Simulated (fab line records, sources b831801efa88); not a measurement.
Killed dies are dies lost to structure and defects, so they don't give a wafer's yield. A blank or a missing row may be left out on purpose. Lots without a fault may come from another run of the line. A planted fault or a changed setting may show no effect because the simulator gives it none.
fab line records | flow sky130
record lots=4 wafers=12 last_day=49
route steps=708 shown METAL3@561 VIA3@573 METAL4@598 PAD_OPEN@708
lots that met no fault: from a run of the same line without faults
start_h: hours from the record's first day to the start of the lot's first wafer shown | wait_h: hours since the lot's step before | " the same as in the row above | L1.1+2: a row that stands for several wafers | - no value, or no start given | * or withheld: withheld | < > ~ a bound
route shown NAME@n: a module of which the file shows steps, and the number in the route of the first | usual: mean/standard deviation of fault-free wafers | same: alike in all rows | chamber/n: place in a boat | sites: the reading at each site | _std_site: their standard deviation | _edge_site: outer sites' mean less inner sites' | radius_mm: how far each site lies from the wafer's centre | mask NAME#n: copy n | behind: the tool/chamber that last shaped the wafer | hold: why the lot was held/for how many hours/how that ended | device: the transistor (n, p or np) that didn't switch | end of line: the same wafers' tests at the end of the route | a step without rows: its recipe alone | killed: dies lost to structure and defects at the first sort, not the wafer's yield | map: a wafer's dies, x killed, . not, _ none there
set.NAME: the setting as run; set.NAME@STEP: as run at that earlier step | model.NAME: the simulator's own value behind a step, which no gauge read
lots at some steps of the route; a table a step, a row a wafer
services: from which hour (start_h, from the record's first day; less than 0 if before it) a tool's chamber was out of use, for how many hours, and why
## steps
# step SKY_METAL3_PEB_11
# recipe peb_temp_c=withheld peb_time_s=withheld resist=KrF-thick
# step SKY_METAL3_DEVELOP_12
# recipe develop_time_s=60 resist=KrF-thick dev_temp_c=21
# step SKY_METAL3_DESCUM_15
# recipe chemistry=O2 source_power_w=150 bias_power_w=0 pressure_mtorr=10 temp_c=40 time_s=8
# step SKY_METAL3_ETCH_16
# recipe chemistry=N2/H2 target=BARC ion_energy_ev=200 bias_w=100 pressure_mtorr=30 n2_flow_sccm=100 h2_flow_sccm=200 icp_w=500 stop_on=SiO2 time_s=88.2 target_depth_a=600
# step SKY_METAL3_ETCH_17
# recipe target=SiO2 stop_on=TiN chemistry=C4F8/O2/Ar source_w=1500 bias_w=1200 pressure_mtorr=40 c4f8_flow_sccm=withheld O2_flow_sccm=6 Ar_flow_sccm=300 time_s=3.9 target_depth_a=150
# step SKY_METAL3_METAL_ETCH_18
# recipe target_depth_a=8450 stop_on=SiO2 over_etch_frac=0.3 time_s=183.1 chemistry=Cl2/BCl3 resist_sidewall_deg=88 pressure_mtorr=10 icp_w=900 bias_w=48.5 Cl2_flow_sccm=60 bcl3_flow_sccm=30
# step SKY_METAL3_STRIP_19
# recipe chemistry=O2/N2 power_w=1400 pressure_mtorr=1500 platen_temp_c=withheld o2_flow_sccm=3000 n2_flow_sccm=300 overash_fraction=0.5
# step SKY_METAL3_STRIP_20
# recipe chemistry=post_etch_residue_remover time_s=1200 temp_c=72.5
# step SKY_METAL3_CLEAN_21
# recipe chemistry=IPA time_s=180 temp_c=25
# step SKY_METAL3_CLEAN_22
# recipe chemistry=O3/DIW dry=n2_spin
# step SKY_VIA3_HDPCVD_00
# recipe material=SiO2 target_thk_nm=1635 sigma_open_frac=0.3 time_s=272.5 temp_c=400 sih4_flow_sccm=60 pressure_mtorr=6
# columns lot.wafer tool chamber start_h wait_h
L521.1+3+6 hdpcvd-02 0,1,1 925.92 0.0
L522.3+4+6 hdpcvd-01 0,1,2 926.35 0.0
L523.2+3+5 hdpcvd-02 1,2,0 940.83 0.0
L537.2+4+5 hdpcvd-02 2,1,2 1042.46 0.0
# step SKY_VIA3_CMP_02
# recipe material=SiO2 down_force_psi=4 platen_rpm=60 pad_velocity_m_s=0.94248
# step SKY_VIA3_DEHYDRATE_04
# recipe temp_c=200 time_s=60
# step SKY_VIA3_HMDS_05
# recipe prime_time_s=60 prime_temp_c=120
# step SKY_VIA3_COAT_06
# recipe resist=BARC temp_c=withheld time_s=withheld spin_rpm=3000 resist_thk_nm=60
# step SKY_VIA3_COAT_07
# recipe resist=KrF-thick spin_rpm=3000 resist_thk_nm=450
# step SKY_VIA3_SOFTBAKE_08
# recipe temp_c=100 time_s=90 resist=KrF-thick
# step SKY_VIA3_EXPOSE_09
# recipe mask_id=VIM3 na=0.8 source_shape=annular sigma_inner=0.55 sigma_outer=0.85 target_cd_nm=200 dose_mj=38
# step SKY_VIA3_PEB_10
# recipe peb_temp_c=withheld peb_time_s=withheld resist=KrF-thick
# step SKY_VIA3_DEVELOP_11
# recipe develop_time_s=60 resist=KrF-thick dev_temp_c=21
# step SKY_VIA3_ETCH_14
# recipe chemistry=N2/H2 target=BARC ion_energy_ev=200 source_w=500 bias_w=100 pressure_mtorr=30 n2_flow_sccm=100 h2_flow_sccm=200 stop_on=SiO2 time_s=45.9 target_depth_a=600
# step SKY_VIA3_ETCH_15
# recipe target=SiO2 chemistry=C4F8/O2/Ar target_depth_nm=507 stop_on=TiN mask_material=KrF-thick source_w=1500 bias_w=1200 pressure_mtorr=40 c4f8_flow_sccm=withheld O2_flow_sccm=6 Ar_flow_sccm=300 time_s=78
# step SKY_VIA3_STRIP_16
# recipe chemistry=O2/N2 power_w=1400 pressure_mtorr=1500 platen_temp_c=withheld o2_flow_sccm=3000 n2_flow_sccm=300 overash_fraction=0.5
# step SKY_VIA3_STRIP_17
# recipe chemistry=post_etch_residue_remover time_s=1200 temp_c=72.5
# step SKY_VIA3_CLEAN_18
# recipe chemistry=IPA time_s=180 temp_c=25
# step SKY_VIA3_CLEAN_19
# recipe chemistry=O3/DIW dry=n2_spin
# step SKY_VIA3_SPUTTER_20
# recipe material=TiN target_thk_nm=20 chamber_pressure_pa=5 power_w=4000 time_s=80
# step SKY_VIA3_CVD_21
# recipe material=W target_thk_nm=390 time_s=117.31 temp_c=400 pressure_torr=40
# step SKY_VIA3_CMP_24
# recipe stop_on=SiO2 t_overpolish_s=20 down_force_psi=3.5 platen_rpm=60 target_thk_nm=0 pad_velocity_m_s=0.94248
# step SKY_METAL4_SPUTTER_00
# recipe material=Ti target_thk_nm=15 power_w=3000 time_s=10 chamber_pressure_pa=0.4
# step SKY_METAL4_SPUTTER_01
# recipe material=TiN target_thk_nm=20 power_w=6500 time_s=16.7 chamber_pressure_pa=0.4
# step SKY_METAL4_SPUTTER_02
# recipe material=AlCu target_thk_nm=735 power_w=10600 time_s=39.1 chamber_pressure_pa=0.4
# step SKY_METAL4_SPUTTER_03
# recipe material=Ti target_thk_nm=5 power_w=3000 time_s=3.3 chamber_pressure_pa=0.4
# step SKY_METAL4_SPUTTER_04
# recipe material=TiN target_thk_nm=70 power_w=6500 time_s=58.3 chamber_pressure_pa=0.4
# step SKY_PAD_OPEN_PROBE_99
# usual defect_limited_yield=82.1/1.9 killed_at_M0_to_M3=44/7.3 killed_at_M4_up=3.5/1.8 killed_at_contacts=24/5.8 killed_at_front_end=16/4.3 killed_at_other=0.5/0.68 killed_dies=88/9.4 killed_open=48/6.8 killed_short=40/6.1 sort_bin_3_pad_short=0.9/0.39 sort_bin_5_function=10.5/1.4 sort_bin_6_memory=6.4/1.1 sort_n_pass=404/9.4 sort_yield_pct=82.1/1.9
# same gross_dies=492 killed_at_back_side=0 sort_bin_4_leakage[%]=0 sort_bin_8_speed[%]=0
# columns lot.wafer tool chamber start_h wait_h defect_limited_yield[%] killed_at_M0_to_M3 killed_at_M4_up killed_at_contacts killed_at_front_end killed_at_other killed_dies killed_open killed_short sort_bin_3_pad_short[%] sort_bin_5_function[%] sort_bin_6_memory[%] sort_n_pass sort_yield_pct[%] model.etest.tester.sort_n_pass model.etest.tester.sort_yield_pct model.etest.tester.sort_bin_5_pct model.etest.tester.sort_bin_3_pct
L521.1 prober-01 - 1095.33 0.1 85.4 41 3 20 7 1 72 38 34 0.4 9.6 4.7 420 85.4 420 85.37 9.553 0.4065
L521.3 prober-01 - 1095.43 0.2 78.3 70 6 14 17 0 107 35 39 1.8 12.8 7.1 385 78.3 385 78.25 12.8 1.829
L521.6 prober-01 - 1095.58 0.2 77.0 87 1 19 6 0 113 48 28 2.0 14.6 6.3 379 77.0 379 77.03 14.63 2.033
L522.3 prober-02 - 1096.93 0.2 82.1 38 3 36 11 0 88 50 38 0.6 10.8 6.5 404 82.1 404 82.11 10.77 0.6098
L522.4 prober-02 - 1096.98 0.2 81.9 44 3 27 15 0 89 54 34 1.4 11.2 5.5 403 81.9 403 81.91 11.18 1.423
L522.6 prober-02 - 1097.08 0.2 81.1 41 6 27 18 1 93 48 45 0.8 12.6 5.5 399 81.1 399 81.1 12.6 0.813
L523.2 prober-01 - 1105.67 0.1 77.6 61 6 26 15 2 110 36 40 1.2 13.8 7.3 382 77.6 382 77.64 13.82 1.22
L523.3 prober-01 - 1105.72 0.2 80.5 56 3 23 14 0 96 56 36 1.0 12.2 6.3 396 80.5 396 80.49 12.2 1.016
L523.5 prober-01 - 1105.82 0.2 82.3 41 8 20 18 0 87 49 38 1.2 11.0 5.5 405 82.3 405 82.32 10.98 1.22
L537.2 prober-01 - 1187.35 0.1 79.9 54 2 29 14 0 99 65 34 1.2 11.0 7.9 393 79.9 393 79.88 10.98 1.22
L537.4 prober-01 - 1187.45 0.2 81.7 48 3 30 9 0 90 57 33 1.4 9.3 7.5 402 81.7 402 81.71 9.35 1.423
L537.5 prober-01 - 1187.50 0.2 83.1 41 5 26 11 0 83 47 36 0.6 10.0 6.3 409 83.1 409 83.13 9.959 0.6098
# killed by level:class
L521.1 VIA2:geometric_particle:open=8 METAL1:geometric_particle:short=7 VIA3:geometric_particle:open=7 LI_CONTACT:geometric_particle:open=6 LI_CONTACT:geometric_particle:short=4 VIA1:geometric_particle:open=4 CONTACT:geometric_particle:open=4 METAL3:geometric_particle:short=4
L521.3 VIA3:unspecified=33 METAL2:geometric_particle:short=9 VIA1:geometric_particle:open=8 VIA3:geometric_particle:open=6 FIELD_ISO:geometric_particle:open=5 POLY_GATE:geometric_particle:short=5 LI_CONTACT:geometric_particle:open=5 POLY_GATE:geometric_particle:open=4
L521.6 VIA3:unspecified=37 VIA2:geometric_particle:open=12 VIA1:geometric_particle:open=11 METAL1:geometric_particle:short=8 CONTACT:geometric_particle:open=7 LI_CONTACT:geometric_particle:open=6 VIA1:geometric_particle:short=4 CONTACT:geometric_particle:short=4
L522.3 CONTACT:geometric_particle:open=18 METAL1:geometric_particle:short=7 VIA1:geometric_particle:open=7 LI_CONTACT:geometric_particle:short=6 VIA2:geometric_particle:open=5 CONTACT:geometric_particle:short=5 VIA3:geometric_particle:open=5 POLY_GATE:geometric_particle:open=4
L522.4 VIA2:geometric_particle:open=9 VIA1:geometric_particle:open=9 CONTACT:geometric_particle:open=8 LI_CONTACT:geometric_particle:open=8 VIA3:geometric_particle:open=7 METAL1:geometric_particle:short=6 FIELD_ISO:geometric_particle:open=5 LI_CONTACT:geometric_particle:short=5
L522.6 VIA1:geometric_particle:open=10 LI_CONTACT:geometric_particle:open=8 CONTACT:geometric_particle:open=7 METAL1:geometric_particle:short=6 SPACER:geometric_particle:short=6 LOCAL_INTERCONNECT:geometric_particle:short=6 VIA3:geometric_particle:open=5 FIELD_ISO:geometric_particle:open=4
L523.2 VIA3:unspecified=33 CONTACT:geometric_particle:open=10 LI_CONTACT:geometric_particle:open=7 VIA3:geometric_particle:open=7 FIELD_ISO:geometric_particle:short=6 METAL4:geometric_particle:short=6 METAL1:geometric_particle:short=6 FIELD_ISO:geometric_particle:open=3
L523.3 VIA2:geometric_particle:open=12 LI_CONTACT:geometric_particle:open=8 CONTACT:geometric_particle:open=8 VIA1:geometric_particle:open=8 METAL2:geometric_particle:short=7 POLY_GATE:geometric_particle:open=5 METAL1:geometric_particle:open=5 METAL1:geometric_particle:short=5
L523.5 CONTACT:geometric_particle:open=10 VIA1:geometric_particle:open=7 VIA2:geometric_particle:open=7 METAL4:geometric_particle:short=6 VIA3:geometric_particle:open=6 POLY_GATE:geometric_particle:open=5 METAL3:geometric_particle:short=5 POLY_GATE:geometric_particle:short=4
L537.2 VIA3:geometric_particle:open=14 VIA1:geometric_particle:open=13 LI_CONTACT:geometric_particle:open=10 CONTACT:geometric_particle:open=10 VIA2:geometric_particle:open=6 CONTACT:geometric_particle:short=5 VIA1:geometric_particle:short=5 METAL2:geometric_particle:short=5
L537.4 CONTACT:geometric_particle:open=13 VIA1:geometric_particle:open=11 VIA2:geometric_particle:open=11 LI_CONTACT:geometric_particle:open=9 METAL2:geometric_particle:short=6 VIA3:geometric_particle:open=5 LOCAL_INTERCONNECT:geometric_particle:short=4 CONTACT:geometric_particle:short=4
L537.5 CONTACT:geometric_particle:open=13 VIA3:geometric_particle:open=8 LI_CONTACT:geometric_particle:open=7 METAL1:geometric_particle:short=6 VIA1:geometric_particle:open=5 METAL2:geometric_particle:short=4 VIA3:geometric_particle:short=4 VIA1:geometric_particle:short=4
# map L521.6 (x killed, . not)
__________.xxxxxxxxx_________
________xx..xxxxxxxxxx_______
______....xxxxxxxxxx..x._____
_____...x..xxx.xxxx...x..____
____x..x.....x..xx......x.___
___........x.x..x..........__
__...x........x..x..x.x....._
_............x............x..
_xx...x.........x....x.x.....
_x...........x......x.....xx.
_........xx..x..x...x........
_..x.........x.x.......x.x.x.
_.....................x...xx.
_..x...x.x...........x.......
_...x........................
__x....x..x.x.xxx...x......._
___.x...............x.x....__
____x.....................___
_____.x........xx..x.....____
______.x..xx.x.....x...x_____
________..x..........x_______
__________....x.x..._________
# map L523.2 (x killed, . not)
__________xxx.xxxxxx_________
________...xxxxxxxxx.._______
______...xx..xxxxxxxx..._____
_____.......x.xxxx.x...x.____
____x...........x.x.......___
___...........x.......x..xx__
__.........x......xxx......._
_..................x.x.x..x.x
_....xxx....x.....x..x.x..x.x
_xx.....xx.x....x..x.........
_.....x............x.x...x...
_.........x.x..x.x......xx...
_......x........xxx..x......x
_........x..............x...x
_.......x.......x....xx....x.
__.x.......x.......xx......x_
___xx.....x.x...........x..__
____.....xx...............___
_____..............x.x...____
______.....x....x....xx._____
________........x....._______
__________.........._________
## services
# columns tool chamber start_h hours kind
hdpcvd-02 - 950.25 15.0 pm
hdpcvd-02 0 950.25 15.0 vent_cycle
hdpcvd-02 1 950.25 15.0 vent_cycle
hdpcvd-02 2 950.25 15.0 vent_cycle
hdpcvd-01 - 950.68 0.7 repair
hdpcvd-02 0 965.25 - clean
hdpcvd-02 1 965.25 - clean
hdpcvd-02 2 965.25 - clean
hdpcvd-01 0 980.68 4.2 repair
hdpcvd-02 - 1010.39 2.8 pm
hdpcvd-01 - 1013.02 0.5 repair
hdpcvd-01 2 1035.65 5.0 repair
## key
first_sign step=SKY_PAD_OPEN_PROBE_99 reading=killed_at_M0_to_M3 direction=up sigmas=3.9 usual=44 struck=73
effect step=SKY_PAD_OPEN_PROBE_99 reading=sort_n_pass direction=down sigmas=2.3 usual=404 struck=382
model_effect step=SKY_PAD_OPEN_PROBE_99 value=etest.tester.sort_n_pass without=412 struck=382
met_at SKY_VIA3_HDPCVD_00
struck_wafers L521.3,L521.6,L523.2
fault kind=chamber_particle_source tool=hdpcvd-02 chamber=1 onset_h=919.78 steps=SKY_VIA3_HDPCVD_00 rate_per_visit_cm2=0.76928 end_h=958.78
